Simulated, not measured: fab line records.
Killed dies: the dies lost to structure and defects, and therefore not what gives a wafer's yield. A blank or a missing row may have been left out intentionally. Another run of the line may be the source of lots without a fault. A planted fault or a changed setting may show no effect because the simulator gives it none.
Matching of chambers || flow sky130 || rie_diel-04 running SKY_POLY_CUT_ETCH_11: 4 sister chambers
The step etches Si3N4 in CF4/CH2F2/Ar, stops on poly-Si, time 42.5 s, target depth 60 nm. 8 wafers are shown with their chamber, then 12 later ones without.

WAFERS PAIRED WITH THEIR CHAMBERS
{"wafer": "L080.2", "chamber": 1, "drypump_motor_current_A (A)": 5.6, "throttle_valve_pct (%)": 14.999}
{"wafer": "L082.6", "chamber": 0, "drypump_motor_current_A (A)": 5.5, "throttle_valve_pct (%)": 14.982}
{"wafer": "L084.1", "chamber": 1, "drypump_motor_current_A (A)": 5.6, "throttle_valve_pct (%)": 14.994}
{"wafer": "L084.2", "chamber": 2, "drypump_motor_current_A (A)": 5.6, "throttle_valve_pct (%)": 14.997}
{"wafer": "L084.3", "chamber": 0, "drypump_motor_current_A (A)": 5.5, "throttle_valve_pct (%)": 14.980}
{"wafer": "L084.4", "chamber": 3, "drypump_motor_current_A (A)": 5.3, "throttle_valve_pct (%)": 14.990}
{"wafer": "L084.5", "chamber": 3, "drypump_motor_current_A (A)": 5.4, "throttle_valve_pct (%)": 14.982}
{"wafer": "L084.6", "chamber": 2, "drypump_motor_current_A (A)": 5.6, "throttle_valve_pct (%)": 14.993}

WAFERS WITHOUT THEIR CHAMBER
{"wafer": "L086.2", "drypump_motor_current_A (A)": 5.7, "throttle_valve_pct (%)": 14.991}
{"wafer": "L086.5", "drypump_motor_current_A (A)": 5.5, "throttle_valve_pct (%)": 14.991}
{"wafer": "L086.6", "drypump_motor_current_A (A)": 5.6, "throttle_valve_pct (%)": 14.987}
{"wafer": "L087.2", "drypump_motor_current_A (A)": 5.6, "throttle_valve_pct (%)": 14.976}
{"wafer": "L087.3", "drypump_motor_current_A (A)": 5.3, "throttle_valve_pct (%)": 15.001}
{"wafer": "L087.4", "drypump_motor_current_A (A)": 5.6, "throttle_valve_pct (%)": 14.989}
{"wafer": "L088.1", "drypump_motor_current_A (A)": 5.5, "throttle_valve_pct (%)": 14.990}
{"wafer": "L088.2", "drypump_motor_current_A (A)": 5.5, "throttle_valve_pct (%)": 14.978}
{"wafer": "L088.3", "drypump_motor_current_A (A)": 5.6, "throttle_valve_pct (%)": 14.999}
{"wafer": "L088.4", "drypump_motor_current_A (A)": 5.6, "throttle_valve_pct (%)": 15.011}
{"wafer": "L088.5", "drypump_motor_current_A (A)": 5.6, "throttle_valve_pct (%)": 14.994}
{"wafer": "L088.6", "drypump_motor_current_A (A)": 5.5, "throttle_valve_pct (%)": 15.007}

CHAMBER TAKEN BY EACH
{"wafer": "L086.2", "from the rows above": "can't be placed: 2 or 1", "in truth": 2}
{"wafer": "L086.5", "from the rows above": "can't be placed: 0 or 2 or 1 or 3", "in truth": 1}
{"wafer": "L086.6", "from the rows above": "can't be placed: 2 or 1 or 0", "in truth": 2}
{"wafer": "L087.2", "from the rows above": 0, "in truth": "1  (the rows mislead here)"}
{"wafer": "L087.3", "from the rows above": 3, "in truth": 3}
{"wafer": "L087.4", "from the rows above": "can't be placed: 2 or 1 or 0", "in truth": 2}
{"wafer": "L088.1", "from the rows above": "can't be placed: 0 or 2 or 1 or 3", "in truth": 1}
{"wafer": "L088.2", "from the rows above": 0, "in truth": 0}
{"wafer": "L088.3", "from the rows above": "can't be placed: 1 or 2", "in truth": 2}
{"wafer": "L088.4", "from the rows above": "can't be placed: 1 or 2", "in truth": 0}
{"wafer": "L088.5", "from the rows above": "can't be placed: 2 or 1", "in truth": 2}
{"wafer": "L088.6", "from the rows above": "can't be placed: 1 or 2", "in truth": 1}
Correct placement for 2 of the 12. These rows do not allow placing 9 (true chamber among the candidates in 8). 1 placed wrongly.
How it was worked out, from the rows above alone: a wafer's distance from a chamber is the root of the sum, over the readings, of the square of ((its reading less the chamber's mean) divided by the reading's scatter). If the next closest chamber is less than 2 further off than the closest, the wafer can't be placed; otherwise it belongs to the closest. The mean given for a chamber averages the wafers shown for that chamber. The scatter: take each reading less its chamber's mean, square it, sum over the shown wafers, divide by the number of wafers less the number of chambers, and take the root.
